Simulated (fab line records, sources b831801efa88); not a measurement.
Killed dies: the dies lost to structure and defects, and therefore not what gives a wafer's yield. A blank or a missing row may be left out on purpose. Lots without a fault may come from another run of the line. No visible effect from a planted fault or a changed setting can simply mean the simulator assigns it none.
Comparing a struck lot with a sound one | flow sky130 | 32 steps out of a route of 708
Sound: wafers L668.3, L668.4, L668.6. Wafers struck: L680.2, L680.3, L680.4. The cause is named last.
Each step with rows lists, per side, the tool, then ch with its chambers, then its first start. Under that, the readings that differ: sound wafers | struck wafers | difference of the means | sigmas: that difference in standard deviations of wafers without a fault.
alike: readings whose means differ by less than 2 such deviations, and words and numbers that are the same on both sides. not compared: withheld readings, readings that some wafer has no value for, bounds like >300 that may hide the same value, and numbers for which the record gives no deviation and whose values overlap.
Wherever a step has rows on one side only, a row that says differs or no value, or a row with sigmas, the two part there. Numbers that don't overlap but have no deviation are shown without sigmas and don't part them. Lack of a reading on every wafer of one side parts them only where that side has two or more wafers.

SKY_PWDE_OVL_MEAS_07:
  sound: overlay-02 at day 5 21:53; struck: overlay-02 at day 8 18:23
  alike: PWDE_OVL
following that, these wafers have no rows for 1 step: SKY_PWDE_IMPLANT_08.
SKY_PWDE_STRIP_09: strips in O2/N2.
  sound on plasma asher-03 ch 0,1, day 5 22:05; struck on plasma asher-02 ch 0,1, day 8 18:34
  reading                     | sound       | struck      | difference | sigmas
  drypump motor current A (A) | 5.4 5.3 5.3 | 5.9 5.9 6.4 | +0.7       | +2
  alike: oes product au, strip time to endpoint s
  not compared: rf hours counter h
SKY_PWDE_TW_MEAS_10:
  sound: film metro-04 at day 5 22:10; struck: film metro-01 at day 8 18:42
  alike: PWDE_TW
then, 7 steps without rows for these wafers: SKY_NWELL_DEHYDRATE_03 (time 60 s); SKY_NWELL_HMDS_04 (prime time 60 s); SKY_NWELL_COAT_05 (resist thk 3000 nm); SKY_NWELL_SOFTBAKE_06; SKY_NWELL_EXPOSE_07 (exposes mask NWM, target cd 840 nm); SKY_NWELL_PEB_08; SKY_NWELL_DEVELOP_09 (develop time 60 s).
SKY_NWELL_OVL_MEAS_10:
  sound: overlay-02 at day 6 17:03; struck: overlay-02 at day 9 16:53
  alike: NWELL_00_OVL
SKY_NWELL_IMPLANT_11:
  sound on implanter-01 ch 0, day 6 17:07; struck on implanter-03 ch 0, day 9 16:57
  reading                   | sound                | struck               | difference | sigmas
  beam energy keV           | 399.98 399.80 399.87 | 477.24 477.20 477.26 | +77.35     | +99 or more
  model.implant.rp nm (nm)  | 517.8 517.8 517.8    | 593.9 593.9 593.9    | +76.1      |
  model.implant.drp nm (nm) | 116.9 116.9 116.9    | 127.5 127.5 127.5    | +10.6      |
  alike: end station pressure torr
then, 2 steps without rows for these wafers: SKY_NWELL_IMPLANT_12; SKY_NWELL_IMPLANT_13.
SKY_NWELL_STRIP_14: strips in O2/N2.
  sound on plasma asher-01 ch 0,1, day 6 17:34; struck on plasma asher-02 ch 0,1, day 9 17:22
  alike: drypump motor current A, oes product au, strip time to endpoint s
  not compared: rf hours counter h
SKY_NWELL_TW_MEAS_15:
  sound: film metro-01 at day 6 17:38; struck: film metro-01 at day 9 17:29
  reading  | sound          | struck         | difference | sigmas
  NWELL_TW | 1784 1781 1789 | 1822 1824 1818 | +37        | +2
then, 7 steps without rows for these wafers: SKY_NWELL_DEHYDRATE_16 (time 60 s); SKY_NWELL_HMDS_17 (prime time 60 s); SKY_NWELL_COAT_18 (resist thk 3000 nm); SKY_NWELL_SOFTBAKE_19; SKY_NWELL_EXPOSE_20 (exposes mask NWM COMPLEMENT, target cd 840 nm); SKY_NWELL_PEB_21; SKY_NWELL_DEVELOP_22 (develop time 60 s).
SKY_NWELL_OVL_MEAS_23:
  sound: overlay-01 at day 7 13:15; struck: overlay-02 at day 10 15:53
  alike: NWELL_01_OVL
following that, these wafers have no rows for 1 step: SKY_NWELL_IMPLANT_24.
SKY_NWELL_STRIP_25: strips in O2/N2.
  sound on plasma asher-04 ch 0,1, day 7 13:28; struck on plasma asher-04 ch 0,1, day 10 16:04
  alike: drypump motor current A, oes product au, strip time to endpoint s
  not compared: rf hours counter h
SKY_NWELL_TW_MEAS_26:
  sound: film metro-01 at day 7 13:32; struck: film metro-01 at day 10 16:11
  alike: NWELL_2_TW
then, 1 step without rows for these wafers: SKY_NWELL_CLEAN_27 (cleans in SC1/SC2, time 150 s).
SKY_NWELL_RTA_28: time 30 s.
  sound on rtp anneal-02 ch 0, day 7 13:40; struck on rtp anneal-02 ch 0, day 10 16:18
  alike: lamp power pct, ramp down c per s, wafer_temp_C_max
SKY_NWELL_RS_MEAS_29: measurement is done with a four-point probe.
  sound: film metro-02 at day 7 13:46; struck: film metro-02 at day 10 16:25
  reading           | sound             | struck            | difference | sigmas
  NWELL_RS (ohm/sq) | 626.3 626.7 626.0 | 602.8 602.7 600.1 | -24.5      | -14
-- the record jumps here: 40 days lie between the struck wafers' starts before and after (it left off in module NWELL and takes up again in module PAD_OPEN, whose first step shown is number 708 of the route) --
SKY_PAD_OPEN_PROBE_99:
  sound: prober-02 at day 48 15:23; struck: prober-01 at day 50 18:58
  reading                                | sound                         | struck                        | difference | sigmas
  model.etest.nfet_16v.r on ohm um       | 1.431e+04 1.441e+04 1.445e+04 | 1.646e+04 1.652e+04 1.636e+04 | +2.057e+03 |
  model.etest.pfet_16v.r on ohm um       | 1.515e+04 1.526e+04 1.501e+04 | 1.478e+04 1.459e+04 1.473e+04 | -4.400e+02 |
  model.etest.res nwell.line ohm um      | 1064 1063 1036                | 892.3 886.1 881               | -167.9     |
  model.etest.res nwell.rs ohm sq        | 899.3 894.6 892.6             | 751.4 751.3 756.3             | -142.5     |
  model.etest.tip_p_5v.rs ohm sq         | 2804 2822 2798                | 2712 2722 2714                | -92        |
  model.etest.pfet_16v.drive ua um       | 250.6 251.4 252.2             | 261.1 261.7 259.1             | +9.2       |
  model.etest.pfet g5v0d10v5.drive ua um | 348 350.1 350.8               | 364.1 359.8 359.8             | +11.6      |
  alike: killed_at_M0_to_M3, killed_at_M4_up, killed at contacts, killed at front end, killed at other, killed dies, killed open, killed short
  not compared: model.etest.pfet g5v0d10v5.r on ohm um

WHERE THEY PART
First at SKY_PWDE_STRIP_09; last, within this record, at SKY_NWELL_RS_MEAS_29. Later steps at which nothing parts them and some readings are alike: SKY_PAD_OPEN_PROBE_99.

WHY: what had been put in by the simulator
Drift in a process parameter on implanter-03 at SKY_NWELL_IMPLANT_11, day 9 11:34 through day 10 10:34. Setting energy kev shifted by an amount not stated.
